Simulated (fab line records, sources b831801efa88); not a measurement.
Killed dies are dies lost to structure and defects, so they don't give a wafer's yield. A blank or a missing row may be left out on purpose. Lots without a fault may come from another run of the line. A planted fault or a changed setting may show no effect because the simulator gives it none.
fab line records | flow sfq_line
record lots=5 wafers=15 last_day=88
route steps=325 shown M2@98 I2@103 M3@118
lots that met no fault: from a run of the same line without faults
start_h: hours from the record's first day to the start of the lot's first wafer shown | wait_h: hours since the lot's step before | " the same as in the row above | L1.1+2: a row that stands for several wafers | - no value, or no start given | * or withheld: withheld | < > ~ a bound
route shown NAME@n: a module of which the file shows steps, and the number in the route of the first | usual: mean/standard deviation of fault-free wafers | same: alike in all rows | chamber/n: place in a boat | sites: the reading at each site | _std_site: their standard deviation | _edge_site: outer sites' mean less inner sites' | radius_mm: how far each site lies from the wafer's centre | mask NAME#n: copy n | behind: the tool/chamber that last shaped the wafer | hold: why the lot was held/for how many hours/how that ended | device: the transistor (n, p or np) that didn't switch | end of line: the same wafers' tests at the end of the route | a step without rows: its recipe alone | killed: dies lost to structure and defects at the first sort, not the wafer's yield | map: a wafer's dies, x killed, . not, _ none there
set.NAME: the setting as run; set.NAME@STEP: as run at that earlier step | model.NAME: the simulator's own value behind a step, which no gauge read
lots at some steps of the route; a table a step, a row a wafer
services: from which hour (start_h, from the record's first day; less than 0 if before it) a tool's chamber was out of use, for how many hours, and why
## steps
# step SFQ_M2_OVL_MEAS_916
# usual M2_OVL=-1/5.4
# columns lot.wafer tool chamber start_h wait_h M2_OVL[nm]
L080.2 overlay-02 - 778.29 0.1 0
L080.4 " - " " -3
L080.6 " - " " 3
L082.2 overlay-02 - 805.89 0.1 -6
L082.4 " - " " -2
L082.6 " - " " -3
L090.1 overlay-01 - 858.76 0.1 -2
L090.3 " - " " -2
L090.4 " - " " -6
L096.3 overlay-01 - 1075.64 0.1 -3
L096.5 " - " " -1
L096.6 " - " " 7
L097.3 overlay-02 - 1087.74 0.1 14
L097.4 " - " " 4
L097.6 " - " " 6
# step SFQ_TRILAYER_M2_BARC_OPEN_METAL_ETCH_077
# recipe mask_material=PR chemistry=O2 target_depth_nm=125 target=BARC icp_w=600 bias_w=80 pressure_mtorr=10 time_s=41.7
# usual drypump_motor_current_A=5.70/0.18 he_backside_leak_sccm=3.54/0.25 oes_product_au=0.685/0.0045 rf_fwd_power_W=593/3
# same time_s=41.7
# columns lot.wafer tool chamber start_h wait_h drypump_motor_current_A he_backside_leak_sccm oes_product_au rf_fwd_power_W rf_hours_counter_h
L080.2 rie_metal-01 0 778.32 0.0 5.59 3.52 0.687 589 38
L080.4 " 0 " " 5.60 3.57 0.682 589 -
L080.6 " 1 " " 5.62 3.77 0.695 592 -
L082.2 rie_metal-01 1 805.92 0.0 5.60 3.19 0.690 597 131
L082.4 " 0 " " 5.59 3.54 0.692 588 -
L082.6 " 0 " " 5.60 3.58 0.679 586 -
L090.1 rie_metal-02 0 858.80 0.0 5.67 3.48 0.678 598 14
L090.3 " 0 " " 5.74 3.58 0.679 596 -
L090.4 " 1 " " 5.39 3.31 0.691 592 -
L096.3 rie_metal-01 1 1075.69 0.0 5.59 3.28 0.683 593 -
L096.5 " 1 " " 5.62 3.32 0.679 595 -
L096.6 " 0 " " 5.59 3.54 0.695 591 -
L097.3 rie_metal-02 1 1087.79 0.0 5.40 3.56 0.689 591 -
L097.4 " 0 " " 5.69 3.62 0.682 597 -
L097.6 " 1 " " 5.38 3.66 0.684 589 -
# step SFQ_TRILAYER_M2_ETCH_METAL_ETCH_060
# recipe target=Nb stop_on=SiO2 mask_material=PR chemistry=Cl2/Ar target_depth_nm=240 icp_w=600 bias_w=80 pressure_mtorr=10 time_s=120
# usual drypump_motor_current_A=5.69/0.18 he_backside_leak_sccm=3.51/0.19 oes_product_au=0.893/0.008 rf_fwd_power_W=596.6/2.1
# same time_s=120
# columns lot.wafer tool chamber start_h wait_h drypump_motor_current_A he_backside_leak_sccm oes_product_au rf_fwd_power_W rf_hours_counter_h
L080.2 rie_metal-01 0 778.38 0.0 5.58 3.53 0.895 592.9 38
L080.4 " 0 " " 5.59 3.60 0.901 593.4 -
L080.6 " 1 " " 5.60 3.54 0.891 597.5 -
L082.2 rie_metal-01 1 805.98 0.0 5.61 3.74 0.906 597.5 131
L082.4 " 0 " " 5.58 3.62 0.893 595.3 -
L082.6 " 0 " " 5.59 3.63 0.897 596.6 -
L090.1 rie_metal-02 0 858.85 0.0 5.73 3.37 0.896 597.1 14
L090.3 " 0 " " 5.70 3.62 0.898 596.4 -
L090.4 " 1 " " 5.39 3.41 0.912 595.1 -
L096.3 rie_metal-01 1 1075.77 0.1 5.61 3.84 0.879 596.9 -
L096.5 " 1 " " 5.62 3.34 0.887 594.8 -
L096.6 " 0 " " 5.57 3.77 0.895 597.0 -
L097.3 rie_metal-02 1 1087.87 0.1 5.39 3.58 0.893 595.5 -
L097.4 " 0 " " 5.78 3.79 0.884 599.4 -
L097.6 " 1 " " 5.37 3.53 0.888 594.6 -
# step SFQ_TRILAYER_M2_STRIP_STRIP_061
# recipe gas=O2 power_w=200 platen_temp_c=40 overash_fraction=0.65 chemistry=O2 pressure_mtorr=50
# usual drypump_motor_current_A=5.69/0.18 he_backside_leak_sccm=3.52/0.19 oes_product_au=1.000/0.0084
# same overash_fraction=0.65
# columns lot.wafer tool chamber start_h wait_h drypump_motor_current_A he_backside_leak_sccm oes_product_au rf_hours_counter_h
L080.2 rie_metal-01 0 778.50 0.1 5.59 3.61 0.992 39
L080.4 " 0 " " 5.59 3.66 0.998 -
L080.6 " 1 " " 5.60 3.78 0.987 -
L082.2 rie_metal-01 1 806.11 0.1 5.61 3.40 1.004 132
L082.4 " 0 " " 5.57 3.60 0.991 -
L082.6 " 0 " " 5.58 3.52 1.007 -
L090.1 rie_metal-02 0 858.98 0.1 5.69 3.79 1.009 14
L090.3 " 0 " " 5.72 3.58 0.995 -
L090.4 " 1 " " 5.37 3.58 1.003 -
L096.3 rie_metal-01 1 1076.05 0.2 5.61 3.48 0.994 -
L096.5 " 1 " " 5.59 3.28 0.986 -
L096.6 " 0 " " 5.58 3.76 1.001 -
L097.3 rie_metal-02 1 1088.15 0.2 5.40 3.50 1.007 -
L097.4 " 0 " " 5.71 3.65 0.991 -
L097.6 " 1 " " 5.39 3.53 0.988 -
# step SFQ_TRILAYER_M2_STRIP_SOLV_CLEAN_062
# recipe chemistry=NMP temp_c=70 time_s=600
# same time_s=600
# columns lot.wafer tool chamber start_h wait_h
L080.2+4+6 wet_bench-02 3,4,5 779.10 0.4
L082.2+4+6 wet_bench-02 2,0,4 806.71 0.4
L090.1+3+4 wet_bench-02 5,1,4 859.58 0.4
L096.3+5+6 wet_bench-01 6,7,3 1076.45 0.2
L097.3+4+6 wet_bench-02 7,0,4 1088.55 0.2
# step SFQ_TRILAYER_I2_DEP_PECVD_063
# recipe material=SiO2 temp_c=150 time_s=111.11 pressure_torr=2.4 rf_w=183.3 precursor=SiH4/N2O target_thk_nm=500
# usual heater_power_w=83/11 rf_fwd_power_W=182.6/0.58 throttle_valve_pct=24.6/1.2
# same time_s=111.11
# columns lot.wafer tool chamber start_h wait_h heater_power_w rf_fwd_power_W throttle_valve_pct
L080.2 pecvd-03 0 779.28 0.0 88 183.2 23.4
L080.4 " 0 " " 89 182.4 23.1
L080.6 " 1 " " 66 183.0 23.4
L082.2 pecvd-04 2 806.88 0.0 81 183.0 25.3
L082.4 " 0 " " 83 182.0 25.6
L082.6 " 2 " " 81 183.1 25.3
L090.1 pecvd-01 1 859.76 0.0 84 181.4 25.3
L090.3 " 2 " " 63 182.3 25.2
L090.4 " 2 " " 66 182.6 24.9
L096.3 pecvd-03 0 1076.63 0.0 94 183.8 23.7
L096.5 " 2 " " 62 182.7 25.6
L096.6 " 0 " " 78 183.5 23.6
L097.3 pecvd-04 0 1088.73 0.0 82 182.3 26.1
L097.4 " 2 " " 73 182.1 25.4
L097.6 " 0 " " 83 182.6 26.1
# step SFQ_TRILAYER_I2_CMP_CMP_064
# recipe material=SiO2 down_force_psi=3 platen_rpm=60 pad_velocity_m_s=0.94248
# usual motor_current_A=10.1/1 slurry_flow_ml_min=150.0/0.48 time_to_endpoint_s=218/6.7
# columns lot.wafer tool chamber start_h wait_h motor_current_A slurry_flow_ml_min time_to_endpoint_s
L080.4 cmp-02 3 781.10 1.7 9.1 150.8 224
L080.2 " 1 782.10 2.8 10.1 150.4 216
L080.6 " 3 783.10 3.7 8.9 151.0 217
L082.4 cmp-01 0 809.26 2.3 10.6 149.7 223
L082.2 " 2 810.26 3.3 9.7 149.2 219
L082.6 " 3 " " 11.7 149.7 222
L090.1 cmp-02 0 861.97 2.2 9.3 149.1 210
L090.4 " 1 " " 10.6 150.5 219
L090.3 " 2 " " 10.3 149.6 205
L096.3 cmp-02 1 1076.71 0.0 10.0 150.0 212
L096.6 " 1 1078.71 2.0 10.8 149.7 228
L096.5 " 2 " " 10.0 150.3 221
L097.3 cmp-01 0 1088.91 0.1 11.1 149.9 216
L097.4 " 2 1089.91 1.1 9.3 149.9 221
L097.6 " 1 1091.41 2.6 9.3 150.8 218
# step SFQ_I2_BOW_MEAS_917
# recipe mode=bow
# usual I2_BOW=2/8.2
# columns lot.wafer tool chamber start_h wait_h I2_BOW[um]
L080.2 film_metro-04 - 783.62 1.0 13
L080.4 " - " " 7
L080.6 " - " " 6
L082.2 film_metro-02 - 811.78 1.0 -2
L082.4 " - " " -10
L082.6 " - " " 7
L090.1 film_metro-01 - 864.97 2.5 -9
L090.3 " - " " -3
L090.4 " - " " -8
L096.3 film_metro-04 - 1079.75 2.5 -5
L096.5 " - " " 5
L096.6 " - " " 2
L097.3 film_metro-02 - 1091.95 2.5 6
L097.4 " - " " 14
L097.6 " - " " 6
# step SFQ_TRILAYER_I2_METRO_MEASURE_065
# usual thk_nm=199.9/0.86
# columns lot.wafer tool chamber start_h wait_h thk_nm
L080.2 film_metro-04 - 783.92 0.3 199.7
L080.4 " - " " 199.4
L080.6 " - " " 200.8
L082.2 film_metro-02 - 812.08 0.3 199.9
L082.4 " - " " 200.5
L082.6 " - " " 201.5
L090.1 film_metro-01 - 865.09 0.1 199.7
L090.3 " - " " 199.8
L090.4 " - " " 199.4
L096.3 film_metro-04 - 1080.23 0.5 199.5
L096.5 " - " " 201.3
L096.6 " - " " 200.1
L097.3 film_metro-02 - 1092.43 0.5 199.3
L097.4 " - " " 199.5
L097.6 " - " " 198.0
# step SFQ_TRILAYER_I2_VIA_LITHO_COAT_072
# recipe resist=BARC spin_rpm=3000 resist_thk_nm=62
# usual exhaust_pa=45.1/0.87
# columns lot.wafer tool chamber start_h wait_h exhaust_pa
L080.2 litho_track-01 0 784.97 0.8 46.3
L080.4 " 0 " " 44.7
L080.6 " 0 " " 45.8
L082.2 litho_track-01 0 813.13 0.8 45.2
L082.4 " 0 " " 44.1
L082.6 " 0 " " 43.2
L090.1 litho_track-02 0 866.29 1.0 44.7
L090.3 " 0 " " 46.4
L090.4 " 0 " " 45.1
L096.3 litho_track-02 0 1081.13 0.7 45.3
L096.5 " 0 " " 44.2
L096.6 " 0 " " 45.8
L097.3 litho_track-04 0 1093.33 0.7 45.8
L097.4 " 0 " " 46.1
L097.6 " 0 " " 46.3
# step SFQ_TRILAYER_I2_VIA_LITHO_COAT_067
# recipe resist=KrF spin_rpm=3000 resist_thk_nm=650
# usual exhaust_pa=44.9/0.76
# columns lot.wafer tool chamber start_h wait_h exhaust_pa
L080.2 litho_track-01 0 785.27 0.2 45.0
L080.4 " 0 " " 46.2
L080.6 " 0 " " 45.5
L082.2 litho_track-01 0 813.43 0.2 43.9
L082.4 " 0 " " 46.0
L082.6 " 0 " " 45.8
L090.1 litho_track-02 0 866.59 0.2 44.7
L090.3 " 0 " " 45.4
L090.4 " 0 " " 45.2
L096.3 litho_track-02 0 1081.43 0.2 45.1
L096.5 " 0 " " 45.8
L096.6 " 0 " " 44.0
L097.3 litho_track-04 0 1093.63 0.2 44.5
L097.4 " 0 " " 44.3
L097.6 " 0 " " 45.9
# step SFQ_TRILAYER_I2_VIA_LITHO_SOFTBAKE_071
# recipe temp_c=withheld time_s=withheld resist=KrF
# usual exhaust_pa=45.0/0.86
# columns lot.wafer tool chamber start_h wait_h exhaust_pa
L080.2 litho_track-01 0 785.55 0.2 45.2
L080.4 " 0 " " 47.0
L080.6 " 0 " " 45.3
L082.2 litho_track-01 0 813.70 0.2 46.0
L082.4 " 0 " " 46.2
L082.6 " 0 " " 46.0
L090.1 litho_track-02 0 866.89 0.2 45.4
L090.3 " 0 " " 45.3
L090.4 " 0 " " 44.8
L096.3 litho_track-02 0 1081.68 0.2 45.4
L096.5 " 0 " " 45.2
L096.6 " 0 " " 45.5
L097.3 litho_track-04 0 1093.88 0.2 46.0
L097.4 " 0 " " 46.3
L097.6 " 0 " " 44.9
# step SFQ_TRILAYER_I2_VIA_LITHO_EXPOSE_068
# recipe mask_id=I2 na=0.6 source_shape=conventional sigma_outer=0.65 target_cd_nm=500 dose_mj=21.3
# same sigma_outer=0.65
# columns lot.wafer tool chamber start_h wait_h mask
L080.2+4+6 krf_scanner-01 0 934.57 - I2#0
L082.2+4+6 krf_scanner-02 0 - - I2#0
L090.1+3+4 krf_scanner-01 0 1012.93 - I2#0
L096.3+5+6 krf_scanner-01 0 1182.81 - I2#0
L097.3+4+6 krf_scanner-01 0 1187.61 - I2#0
# step SFQ_TRILAYER_I2_VIA_LITHO_PEB_070
# recipe peb_temp_c=115 peb_time_s=60 resist=KrF
# usual exhaust_pa=44.9/0.81 plate_temp_C=114.98/0.13
# columns lot.wafer tool chamber start_h wait_h exhaust_pa plate_temp_C
L080.2 litho_track-04 0 935.60 0.8 44.3 114.87
L080.4 " 0 " " 46.0 114.96
L080.6 " 0 " " 45.9 114.89
L082.2 litho_track-02 0 - - 44.8 114.90
L082.4 " 0 " " 45.8 115.16
L082.6 " 0 " " 46.9 115.06
L090.1 litho_track-01 0 1014.13 1.0 45.3 115.16
L090.3 " 0 " " 43.9 115.05
L090.4 " 0 " " 43.8 115.07
L096.3 litho_track-04 0 1183.66 0.7 44.8 114.98
L096.5 " 0 " " 45.3 115.08
L096.6 " 0 " " 43.5 115.09
L097.3 litho_track-02 0 1188.46 0.7 45.1 114.93
L097.4 " 0 " " 45.5 114.83
L097.6 " 0 " " 45.7 114.98
# step SFQ_TRILAYER_I2_VIA_LITHO_DEVELOP_069
# recipe time_s=60 resist=KrF
# usual exhaust_pa=44.9/0.9
# same time_s=60
# columns lot.wafer tool chamber start_h wait_h exhaust_pa
L080.2 litho_track-04 0 935.75 0.1 44.2
L080.4 " 0 " " 43.5
L080.6 " 0 " " 44.9
L082.2 litho_track-02 0 959.21 0.1 44.2
L082.4 " 0 " " 44.9
L082.6 " 0 " " 44.8
L090.1 litho_track-01 0 1014.28 0.1 44.4
L090.3 " 0 " " 44.5
L090.4 " 0 " " 44.7
L096.3 litho_track-04 0 1183.81 0.1 45.9
L096.5 " 0 " " 45.6
L096.6 " 0 " " 46.1
L097.3 litho_track-02 0 1188.61 0.1 45.5
L097.4 " 0 " " 43.2
L097.6 " 0 " " 45.2
# step SFQ_I2_OVL_MEAS_918
# usual I2_OVL=1/4.9
# columns lot.wafer tool chamber start_h wait_h I2_OVL[nm]
L080.2 overlay-01 - 935.88 0.1 1
L080.4 " - " " 3
L080.6 " - " " 4
L082.2 overlay-02 - 959.34 0.1 3
L082.4 " - " " 8
L082.6 " - " " 8
L090.1 overlay-02 - 1014.43 0.1 2
L090.3 " - " " 6
L090.4 " - " " 2
L096.3 overlay-01 - 1183.92 0.1 1
L096.5 " - " " 0
L096.6 " - " " -4
L097.3 overlay-01 - 1188.72 0.1 -1
L097.4 " - " " -1
L097.6 " - " " -2
# step SFQ_TRILAYER_I2_VIA_BARC_OPEN_VIA_ETCH_096
# recipe mask_material=PR chemistry=O2 target_depth_nm=125 target=BARC source_w=500 bias_w=80 pressure_mtorr=30 time_s=41.7
# usual drypump_motor_current_A=5.7/0.61 oes_product_au=0.685/0.0044 rf_fwd_power_W=493.5/2.1
# same time_s=41.7
# columns lot.wafer tool chamber start_h wait_h drypump_motor_current_A oes_product_au rf_fwd_power_W rf_hours_counter_h
L080.2 rie_diel-04 3 935.91 0.0 6.6 0.682 494.0 7
L080.4 " 1 " " 5.3 0.685 494.5 6
L080.6 " 0 " " 5.3 0.683 491.5 -
L082.2 rie_diel-02 0 959.37 0.0 5.9 0.691 496.1 17
L082.4 " 1 " " 5.2 0.680 496.7 5
L082.6 " 1 " " 5.2 0.684 497.5 -
L090.1 rie_diel-04 0 1014.47 0.0 5.4 0.687 487.4 8
L090.3 " 2 " " 5.5 0.685 491.9 3
L090.4 " 3 " " 6.6 0.682 494.7 9
L096.3 rie_diel-01 0 1183.94 0.0 5.2 0.686 494.0 13
L096.5 " 0 " " 5.3 0.684 493.2 -
L096.6 " 2 " " 6.7 0.680 492.2 -
L097.3 rie_diel-02 3 1188.74 0.0 5.7 0.684 493.6 2
L097.4 " 2 " " 5.4 0.689 494.6 12
L097.6 " 1 " " 5.2 0.681 497.5 -
# step SFQ_TRILAYER_I2_VIA_ETCH_VIA_ETCH_070
# recipe target=SiO2 stop_on=Nb mask_material=PR taper_deg=20 chemistry=CHF3 target_depth_nm=260 source_w=500 bias_w=80 pressure_mtorr=30 time_s=withheld
# usual drypump_motor_current_A=5.7/0.6 oes_product_au=0.854/0.0046 rf_fwd_power_W=497.5/1.8
# columns lot.wafer tool chamber start_h wait_h drypump_motor_current_A oes_product_au rf_fwd_power_W
L080.2 rie_diel-04 3 935.95 0.0 6.6 0.851 499.3
L080.4 " 1 " " 5.3 0.848 499.2
L080.6 " 0 " " 5.4 0.863 497.7
L082.2 rie_diel-02 0 959.41 0.0 5.9 0.851 497.7
L082.4 " 1 " " 5.2 0.860 500.4
L082.6 " 1 " " 5.2 0.861 497.2
L090.1 rie_diel-04 0 1014.51 0.0 5.4 0.852 497.4
L090.3 " 2 " " 5.5 0.853 499.4
L090.4 " 3 " " 6.6 0.850 497.3
L096.3 rie_diel-01 0 1183.98 0.0 5.3 0.851 500.7
L096.5 " 0 " " 5.3 0.860 498.2
L096.6 " 2 " " 6.7 0.861 495.8
L097.3 rie_diel-02 3 1188.78 0.0 5.7 0.856 498.6
L097.4 " 2 " " 5.3 0.853 498.2
L097.6 " 1 " " 5.2 0.849 500.4
# step SFQ_TRILAYER_I2_VIA_STRIP_STRIP_071
# recipe gas=O2 power_w=200 platen_temp_c=40 overash_fraction=0.65 chemistry=O2 pressure_mtorr=50
# usual drypump_motor_current_A=5.8/0.35 he_backside_leak_sccm=3.6/0.32 oes_product_au=0.997/0.009
# same overash_fraction=0.65
# columns lot.wafer tool chamber start_h wait_h drypump_motor_current_A he_backside_leak_sccm oes_product_au rf_hours_counter_h
L080.2 rie_metal-01 0 936.06 - 5.6 3.4 1.004 64
L080.4 " 1 " " 5.6 3.5 0.993 -
L080.6 " 1 " " 5.6 3.5 0.994 -
L082.2 rie_metal-03 0 959.72 - 6.4 3.5 0.993 -
L082.4 " 0 " " 6.5 5.4 0.986 -
L082.6 " 0 " " 6.5 3.4 0.986 -
L090.1 rie_metal-02 1 1014.62 - 5.4 3.4 0.999 79
L090.3 " 1 " " 5.4 3.4 1.005 -
L090.4 " 1 " " 5.4 3.4 1.003 -
L096.3 rie_metal-01 1 1184.30 - 5.6 3.5 1.001 -
L096.5 " 0 " " 5.6 3.6 1.004 -
L096.6 " 1 " " 5.6 3.5 1.006 -
L097.3 rie_metal-03 0 1189.10 - 6.5 3.6 0.992 -
L097.4 " 1 " " 6.0 3.6 1.007 -
L097.6 " 1 " " 6.0 3.5 1.002 -
# step SFQ_TRILAYER_I2_VIA_STRIP_SOLV_CLEAN_072
# recipe chemistry=NMP temp_c=70 time_s=600
# same time_s=600
# columns lot.wafer tool chamber start_h wait_h
L080.2+4+6 wet_bench-01 0,6,7 936.66 0.4
L082.2+4+6 wet_bench-02 4,0,2 960.72 0.8
L090.1+3+4 wet_bench-02 7,3,1 1015.82 1.0
L096.3+5+6 wet_bench-01 0,6,4 1184.70 0.2
L097.3+4+6 wet_bench-03 5,7,4 1189.50 0.2
# step SFQ_TRILAYER_M3_DEP_PRE_CLEAN_074
# recipe gas=Ar time_s=22.5 bias_v=250
# same time_s=22.5
# columns lot.wafer tool chamber start_h wait_h
L080.2+4+6 pvd_sputter-05 - 936.83 0.0
L082.2+4+6 pvd_sputter-05 - 960.90 0.0
L090.1+3+4 pvd_sputter-05 - 1016.00 0.0
L096.3+5+6 pvd_sputter-04 - 1184.87 0.0
L097.3+4+6 pvd_sputter-03 - 1189.67 0.0
# step SFQ_TRILAYER_M3_DEP_SPUTTER_073
# recipe material=Nb base_pressure_pa=1.33e-06 chamber_pressure_pa=0.1333 substrate_temp_c=20 resputter_cathode_voltage_v=400 target_thk_nm=200 power_w=2000 time_s=133.3
# usual throttle_valve_pct=29.5/0.84
# same time_s=133.3
# columns lot.wafer tool chamber start_h wait_h throttle_valve_pct
L080.2 pvd_sputter-05 - 936.86 0.0 29.3
L080.4 " - " " 29.8
L080.6 " - " " 29.9
L082.2 pvd_sputter-05 - 960.93 0.0 29.7
L082.4 " - " " 28.6
L082.6 " - " " 28.7
L090.1 pvd_sputter-05 - 1016.03 0.0 28.3
L090.3 " - " " 29.9
L090.4 " - " " 30.4
L096.3 pvd_sputter-04 - 1184.90 0.0 29.7
L096.5 " - " " 27.6
L096.6 " - " " 29.4
L097.3 pvd_sputter-03 - 1189.70 0.0 30.0
L097.4 " - " " 28.9
L097.6 " - " " 29.1
# step SFQ_M3_RS_MEAS_919
# recipe thk_meas_gauge=four-point-probe reads=Nb_of_TRILAYER_M3_DEP_SPUTTER_073
# usual M3_NB_RS=0.896/0.0092
# columns lot.wafer tool chamber start_h wait_h M3_NB_RS[ohm/sq]
L080.2 film_metro-02 - 936.97 0.1 0.903
L080.4 " - " " 0.904
L080.6 " - " " 0.898
L082.2 film_metro-01 - 961.04 0.1 0.906
L082.4 " - " " 0.913
L082.6 " - " " 0.900
L090.1 film_metro-03 - 1016.12 0.0 0.904
L090.3 " - " " 0.894
L090.4 " - " " 0.900
L096.3 film_metro-03 - 1185.03 0.1 0.890
L096.5 " - " " 0.881
L096.6 " - " " 0.890
L097.3 film_metro-01 - 1189.83 0.1 0.897
L097.4 " - " " 0.895
L097.6 " - " " 0.871
# step SFQ_TRILAYER_M3_LITHO_COAT_080
# recipe resist=BARC spin_rpm=3000 resist_thk_nm=62
# usual exhaust_pa=45.0/0.83
# columns lot.wafer tool chamber start_h wait_h exhaust_pa
L080.2 litho_track-04 0 937.18 0.1 45.8
L080.4 " 0 " " 46.4
L080.6 " 0 " " 46.5
L082.2 litho_track-03 0 961.25 0.1 44.3
L082.4 " 0 " " 45.3
L082.6 " 0 " " 44.1
L090.1 litho_track-03 0 1016.30 0.1 46.1
L090.3 " 0 " " 46.6
L090.4 " 0 " " 45.4
L096.3 litho_track-04 0 1185.27 0.1 45.9
L096.5 " 0 " " 44.2
L096.6 " 0 " " 45.4
L097.3 litho_track-03 0 1190.28 0.3 45.2
L097.4 " 0 " " 45.2
L097.6 " 0 " " 44.6
# step SFQ_TRILAYER_M3_LITHO_COAT_075
# recipe resist=KrF spin_rpm=3000 resist_thk_nm=600
# usual exhaust_pa=45.1/0.88
# columns lot.wafer tool chamber start_h wait_h exhaust_pa
L080.2 litho_track-04 0 937.48 0.2 46.0
L080.4 " 0 " " 45.5
L080.6 " 0 " " 45.8
L082.2 litho_track-03 0 961.55 0.2 44.4
L082.4 " 0 " " 44.4
L082.6 " 0 " " 44.5
L090.1 litho_track-03 0 1016.60 0.2 44.8
L090.3 " 0 " " 45.3
L090.4 " 0 " " 43.1
L096.3 litho_track-04 0 1185.57 0.2 45.2
L096.5 " 0 " " 45.3
L096.6 " 0 " " 44.7
L097.3 litho_track-03 0 1190.58 0.2 45.7
L097.4 " 0 " " 45.1
L097.6 " 0 " " 46.4
# step SFQ_TRILAYER_M3_LITHO_SOFTBAKE_079
# recipe temp_c=withheld time_s=withheld resist=KrF
# usual exhaust_pa=45.1/0.95
# columns lot.wafer tool chamber start_h wait_h exhaust_pa
L080.2 litho_track-04 0 937.76 0.2 45.9
L080.4 " 0 " " 45.4
L080.6 " 0 " " 45.1
L082.2 litho_track-03 0 961.82 0.2 45.2
L082.4 " 0 " " 44.5
L082.6 " 0 " " 45.9
L090.1 litho_track-03 0 1016.90 0.2 44.7
L090.3 " 0 " " 44.9
L090.4 " 0 " " 44.2
L096.3 litho_track-04 0 1185.82 0.2 44.8
L096.5 " 0 " " 44.1
L096.6 " 0 " " 44.5
L097.3 litho_track-03 0 1190.83 0.2 46.1
L097.4 " 0 " " 45.4
L097.6 " 0 " " 44.3
# step SFQ_TRILAYER_M3_LITHO_EXPOSE_076
# recipe mask_id=M3 na=0.6 source_shape=conventional sigma_outer=0.65 target_cd_nm=500 dose_mj=14.4
# same sigma_outer=0.65
# columns lot.wafer tool chamber start_h wait_h mask
L080.2+4+6 krf_scanner-01 0 1084.03 - M3#0
L082.2+4+6 krf_scanner-01 0 1108.03 - M3#0
L090.1+3+4 krf_scanner-01 0 1140.81 - M3#0
L096.3+5+6 krf_scanner-01 0 1257.13 - M3#0
L097.3+4+6 krf_scanner-01 0 1261.93 - M3#0
# step SFQ_TRILAYER_M3_LITHO_PEB_078
# recipe peb_temp_c=115 peb_time_s=60 resist=KrF
# usual exhaust_pa=45.0/0.97 plate_temp_C=115.00/0.14
# columns lot.wafer tool chamber start_h wait_h exhaust_pa plate_temp_C
L080.2 litho_track-01 0 1085.06 0.8 44.5 115.19
L080.4 " 0 " " 45.2 115.11
L080.6 " 0 " " 43.0 115.18
L082.2 litho_track-01 0 1109.06 0.8 44.6 115.08
L082.4 " 0 " " 44.7 115.05
L082.6 " 0 " " 45.7 115.13
L090.1 litho_track-03 0 1142.01 1.0 44.9 114.98
L090.3 " 0 " " 46.7 114.88
L090.4 " 0 " " 44.6 114.79
L096.3 litho_track-04 0 1257.98 0.7 45.2 114.94
L096.5 " 0 " " 44.1 114.83
L096.6 " 0 " " 44.6 115.04
L097.3 litho_track-04 0 1262.78 0.7 44.3 114.95
L097.4 " 0 " " 43.7 114.99
L097.6 " 0 " " 44.6 114.67
# step SFQ_TRILAYER_M3_LITHO_DEVELOP_077
# recipe time_s=60 resist=KrF
# usual exhaust_pa=44.9/0.93
# same time_s=60
# columns lot.wafer tool chamber start_h wait_h exhaust_pa
L080.2 litho_track-01 0 1085.21 0.1 44.6
L080.4 " 0 " " 44.1
L080.6 " 0 " " 45.0
L082.2 litho_track-01 0 1109.21 0.1 45.7
L082.4 " 0 " " 45.8
L082.6 " 0 " " 45.6
L090.1 litho_track-03 0 1142.16 0.1 45.2
L090.3 " 0 " " 46.3
L090.4 " 0 " " 45.1
L096.3 litho_track-04 0 1258.13 0.1 44.8
L096.5 " 0 " " 45.6
L096.6 " 0 " " 44.4
L097.3 litho_track-04 0 1262.93 0.1 45.4
L097.4 " 0 " " 44.3
L097.6 " 0 " " 44.2
# step SFQ_M3_OVL_MEAS_921
# usual M3_OVL=1/6
# columns lot.wafer tool chamber start_h wait_h M3_OVL[nm]
L080.2 overlay-02 - 1085.34 0.1 9
L080.4 " - " " 4
L080.6 " - " " 8
L082.2 overlay-02 - 1109.34 0.1 7
L082.4 " - " " 3
L082.6 " - " " 9
L090.1 overlay-02 - 1142.31 0.1 -5
L090.3 " - " " -7
L090.4 " - " " -8
L096.3 overlay-02 - 1258.24 0.1 -4
L096.5 " - " " -8
L096.6 " - " " -1
L097.3 overlay-02 - 1263.04 0.1 9
L097.4 " - " " 3
L097.6 " - " " 1
# step SFQ_TRILAYER_M3_BARC_OPEN_METAL_ETCH_100
# recipe mask_material=PR chemistry=O2 target_depth_nm=125 target=BARC icp_w=600 bias_w=80 pressure_mtorr=10 time_s=41.7
# usual drypump_motor_current_A=5.90/0.25 he_backside_leak_sccm=3.6/0.47 oes_product_au=0.685/0.0042 rf_fwd_power_W=592.9/2.5
# same time_s=41.7
# columns lot.wafer tool chamber start_h wait_h drypump_motor_current_A he_backside_leak_sccm oes_product_au rf_fwd_power_W rf_hours_counter_h
L080.2 rie_metal-04 0 1085.37 0.0 5.79 3.4 0.678 589.7 30
L080.4 " 1 " " 5.96 3.4 0.688 595.6 -
L080.6 " 1 " " 5.96 3.2 0.683 594.4 -
L082.2 rie_metal-01 1 1109.37 0.0 5.60 3.7 0.691 589.8 31
L082.4 " 0 " " 5.58 7.0 0.691 590.9 -
L082.6 " 0 " " 5.57 3.5 0.687 590.0 -
L090.1 rie_metal-03 1 1142.34 0.0 6.03 3.7 0.687 592.4 18
L090.3 " 1 " " 6.05 3.5 0.684 595.4 -
L090.4 " 0 " " 6.42 3.6 0.681 593.3 -
L096.3 rie_metal-04 0 1258.28 0.0 5.78 2.8 0.685 592.3 -
L096.5 " 0 " " 5.80 3.3 0.676 590.4 -
L096.6 " 1 " " 5.94 3.4 0.690 594.5 -
L097.3 rie_metal-04 0 1263.08 0.0 5.79 3.4 0.687 593.7 -
L097.4 " 1 " " 5.94 3.4 0.682 593.1 -
L097.6 " 0 " " 5.81 3.4 0.688 595.2 -
## services
# columns tool chamber start_h hours kind
krf_scanner-01 - 776.03 1.0 pm
rie_metal-02 0 784.88 5.5 repair
krf_scanner-01 - 797.64 0.6 repair
krf_scanner-01 - 801.24 0.8 pm
rie_metal-01 - 829.27 0.5 repair
rie_metal-01 1 847.35 1.7 repair
rie_metal-02 - 878.46 0.9 repair
krf_scanner-01 - 881.35 1.3 pm
krf_scanner-01 - 935.57 3.6 pm
krf_scanner-01 - 945.25 1.0 pm
rie_metal-02 1 965.01 9.9 repair
krf_scanner-01 - 965.58 0.8 repair
krf_scanner-01 - 969.51 0.8 pm
rie_metal-02 - 1007.22 1.4 pm
rie_metal-01 - 1049.94 0.4 repair
krf_scanner-01 - 1075.33 1.3 pm
krf_scanner-01 - 1115.03 1.0 pm
krf_scanner-01 - 1116.03 4.4 pm
krf_scanner-01 - 1165.93 0.9 repair
rie_metal-01 0 1168.97 6.5 repair
krf_scanner-01 - 1232.81 1.3 pm
krf_scanner-01 - 1234.41 6.3 repair
krf_scanner-01 - 1240.71 4.0 pm
rie_metal-01 1 1244.02 14.1 repair
## key
fault none
